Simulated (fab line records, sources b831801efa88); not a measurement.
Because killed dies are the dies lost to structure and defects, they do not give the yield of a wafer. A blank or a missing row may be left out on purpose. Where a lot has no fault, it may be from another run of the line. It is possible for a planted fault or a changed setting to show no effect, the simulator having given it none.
The tool behind it: which one? -- flow gf180mcu -- 10 lots with 30 wafers sampled at 4 steps, on a route of 602 steps

## WHAT THE GAUGES SHOWED, per wafer
GF_V2_OVL_MEAS_15. Usual: for V2_OVL the level is 0 nm and the standard deviation is 4.8.
lot,measured,on,V2_OVL (nm),flag
L926,day 20 04:14,overlay-02,2 -4 2,
L932,day 22 23:09,overlay-02,0 -3 -6,
L934,day 23 05:34,overlay-02,-3 -11 -7,
L935,day 23 17:31,overlay-01,-4 -6 -3,
L937,day 24 08:10,overlay-01,5 2 -3,
L939,day 24 22:05,overlay-02,-6 -5 -2,
L941,day 25 19:48,overlay-01,7 7 7,
L943,day 26 09:47,overlay-02,3 -3 -2,
L948,day 27 16:11,overlay-01,-2 -10 -5,
L949,day 28 01:41,overlay-01,8 8 8,

GF_V2_RS_MEAS_24: uses a four-point probe to measure. Usual: for V2_W_RS the level is 0.326 ohm/sq and the standard deviation is 0.0041.
lot,measured,on,V2_W_RS (ohm/sq),flag
L926,day 20 05:09,film metro-02,0.328 0.333 0.329,
L932,day 23 00:06,film metro-01,0.326 0.322 0.326,
L934,day 23 06:29,film metro-01,0.324 0.321 0.330,
L935,day 23 18:28,film metro-01,0.326 0.328 0.323,
L937,day 24 09:06,film metro-02,0.324 0.326 0.326,
L939,day 24 23:00,film metro-02,0.325 0.327 0.328,
L941,day 25 20:44,film metro-01,0.244 0.244 0.327 0.245 0.244 0.327,OFF
L943,day 26 10:45,film metro-04,0.243 0.326 0.322 0.243 0.326 0.322,OFF
L948,day 27 17:24,film metro-04,0.332 0.325 0.326,
L949,day 28 02:40,film metro-01,0.332 0.333 0.334,

GF_V2_THK_MEAS_25: measures by xrf. Usual: for V2_W_THK the level is 331 nm and the standard deviation is 4.5.
lot,measured,on,V2_W_THK (nm),flag
L926,day 20 05:16,film metro-02,331 326 328,
L932,day 23 00:13,film metro-01,332 335 332,
L934,day 23 06:36,film metro-01,334 336 330,
L935,day 23 18:35,film metro-01,333 329 334,
L937,day 24 09:13,film metro-02,333 332 329,
L939,day 24 23:07,film metro-02,332 331 328,
L941,day 25 23:28,film metro-01,434 435 330 436 434 329,OFF
L943,day 26 12:31,film metro-04,433 331 335 434 331 335,OFF
L948,day 27 17:31,film metro-04,327 334 333,
L949,day 28 02:46,film metro-01,323 325 322,

## EACH LOT AND THE TOOL THAT RAN IT (in order: tool; ch and the chambers of the sampled wafers; start)
lot,GF_V2_CVD_23
L926,"cvd w-01 ch 0,1, day 20 05:02"
L932,"cvd w-01 ch 0,1, day 22 23:58"
L934,"cvd w-02 ch 0,1, day 23 06:22"
L935,"cvd w-01 ch 0,1, day 23 18:21"
L937,"cvd w-01 ch 0,1, day 24 08:58"
L939,"cvd w-01 ch 0,1, day 24 22:53"
L941,"cvd w-01 ch 0,1, day 25 20:37"
L943,"cvd w-01 ch 0,1, day 26 10:38"
L948,"cvd w-02 ch 0,1, day 27 17:17"
L949,"cvd w-02 ch 0, day 28 02:32"
- GF_V2_CVD_23: deposits W, target thk 350 nm, time 104.94 s.

## WHAT THE TOOLS THEMSELVES READ (means of the sampled wafers that have a number; where no wafer has one, the mark that the record gives instead)
GF_V2_CVD_23. Usual: chamber pressure Torr 39.99 Torr, standard deviation 0.088; heater power w 781 W, standard deviation 38; susceptor temp C 400.01 C, standard deviation 0.24.
lot,tool,chamber pressure Torr (Torr),heater power w (W),susceptor temp C (C),flag
L926,cvd w-01,40.03,729,400.12,
L932,cvd w-01,39.96,739,399.93,
L934,cvd w-02,39.88,815,399.91,
L935,cvd w-01,40.01,750,400.00,
L937,cvd w-01,40.04,746,400.01,
L939,cvd w-01,39.97,740,400.19,
L941,cvd w-01,39.93,817,410.78,OFF
L943,cvd w-01,40.03,773,405.30,OFF
L948,cvd w-02,40.06,795,400.20,
L949,cvd w-02,40.06,824,399.84,

## THE ANSWER, worked out from the rows above alone
Rule: a lot is off if the mean of its wafers that have a number lies more than 3 standard deviations from the usual mean. A lot without any number at a reading at which 4 lots or more have one is off too. Where the step has rows for the other lots, those lots are counted as sound. Order of review: gauges by route order, followed by the tools' own readings, for which a lot's mean as printed above is used. At the first step where some lot is off, the reading lying furthest off is the one used; lots without a number count as furthest.
Off: at GF_V2_RS_MEAS_24 (V2_W_RS), L941, L943.
If a tool, at a process step before that reading, ran all the lots that are off and no sound lot after the first of them, it fits. Not tried: the gauges at GF_V2_RS_MEAS_24; whatever is off there is also off at GF_V2_CVD_23, on other tools, and gauge error can't account for it. One fits: GF_V2_CVD_23 on cvd w-01. A fault onset in the window from L939 (day 24 22:53, its last sound lot) to L941 (day 25 20:37, its first lot off) fits.
The tool's own readings at GF_V2_CVD_23 bear it out: on the lots that are off they differ by more than 5 times the standard deviation of the sound lots' means. susceptor temp C reads 408.04 C there against 400.02 C on the sound lots.

## WHAT THE SIMULATOR HAD PUT IN
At GF_V2_CVD_23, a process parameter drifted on cvd w-01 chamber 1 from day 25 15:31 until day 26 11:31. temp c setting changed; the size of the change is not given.
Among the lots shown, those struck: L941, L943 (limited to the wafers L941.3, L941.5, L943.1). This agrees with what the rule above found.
